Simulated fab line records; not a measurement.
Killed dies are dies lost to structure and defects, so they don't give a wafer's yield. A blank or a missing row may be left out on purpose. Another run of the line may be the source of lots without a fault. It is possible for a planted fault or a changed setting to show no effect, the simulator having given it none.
Which of the tools did it? | flow gf180mcu | 39 wafers from 13 lots sampled at 2 of the route's 602 steps

== WHAT THE GAUGES READ, wafer by wafer ==
GF_HV_LDD_CD_MEAS_07: target cd 400 nm.
lot  | measured     | on        | cd nm (nm)
L902 | day 10 23:23 | cd sem-02 | 396.9 398.8 398.9
L903 | day 11 07:03 | cd sem-02 | 398.9 398.0 396.4
L904 | day 11 14:36 | cd sem-01 | 401.6 401.5 402.8
L905 | day 11 17:13 | cd sem-02 | 398.5 396.5 398.3
L906 | day 12 01:46 | cd sem-01 | 400.1 401.6 401.3
L907 | day 12 18:23 | cd sem-01 | 398.3 401.0 399.3
L908 | day 12 18:40 | cd sem-01 | 399.5 397.8 399.4
L909 | day 13 04:58 | cd sem-02 | 400.2 400.8 401.7
L910 | day 13 12:25 | cd sem-01 | 400.8 401.2 402.3
L918 | day 15 20:46 | cd sem-01 | 399.8 400.1 398.4
L919 | day 16 02:10 | cd sem-02 | 399.5 397.8 396.2
L921 | day 16 17:32 | cd sem-01 | 401.0 402.2 402.5
L922 | day 17 02:29 | cd sem-02 | 396.4 397.5 394.2

GF_HV_LDD_OVL_MEAS_32.
lot  | measured     | on         | HV_LDD_02_OVL (nm)
L902 | day 12 13:32 | overlay-02 | -1.1 -1.1 0.2
L903 | day 12 22:16 | overlay-01 | -0.4 1.2 2.4
L904 | day 13 05:22 | overlay-02 | 2.2 0.5 1.1
L905 | day 13 08:35 | overlay-02 | 1.2 1.2 1.4
L906 | day 13 18:07 | overlay-02 | 3.3 3.0 2.6
L907 | day 14 11:08 | overlay-01 | 0.6 0.7 -0.2
L908 | day 14 11:23 | overlay-02 | 0.5 1.4 3.4
L909 | day 14 22:29 | overlay-02 | -2.4 -2.2 -2.8
L910 | day 15 07:05 | overlay-01 | -0.2 -0.2 -0.8
L918 | day 17 17:41 | overlay-02 | -0.6 -0.9 -1.1
L919 | day 18 00:53 | overlay-02 | 0.8 0.6 2.1
L921 | day 18 16:14 | overlay-01 | 1.4 1.4 2.0
L922 | day 19 00:25 | overlay-01 | 3.7 2.6 2.5

== TOOL THAT RAN EACH LOT (tool first, then ch and the chambers of the sampled wafers, then the start) ==
Before these readings, the record contains no process step.

== WHAT THE TOOLS THEMSELVES READ (means of the sampled wafers that have a number; where no wafer has one, the mark that the record gives instead) ==
The record holds no such reading with a usual standard deviation.

== THE ANSWER, worked out from the rows above alone ==
Rule: what is usual is taken from the lots themselves. Put in order of their means at a reading, lots are off if they are a third of the lots or fewer, leave a main group of 4 or more, and stand apart from it by a gap of 3 or more times the standard deviation of the main group's means; of several such gaps the widest counts. A main group is skipped when, at the precision printed for the reading in the tables above, its means are all equal. A lot without any number at a reading at which 4 lots or more have one is off too. Where the step has rows for the other lots, those lots are counted as sound. Order of review: gauges by route order, followed by the tools' own readings, for which a lot's mean as printed above is used. The first step at which some lot is off is used, and at that step the reading that is off furthest; a lot without a number counts as furthest.
No lot is off at any reading shown: from this, nothing can be told.

== WHAT THE SIMULATOR HAD INSERTED ==
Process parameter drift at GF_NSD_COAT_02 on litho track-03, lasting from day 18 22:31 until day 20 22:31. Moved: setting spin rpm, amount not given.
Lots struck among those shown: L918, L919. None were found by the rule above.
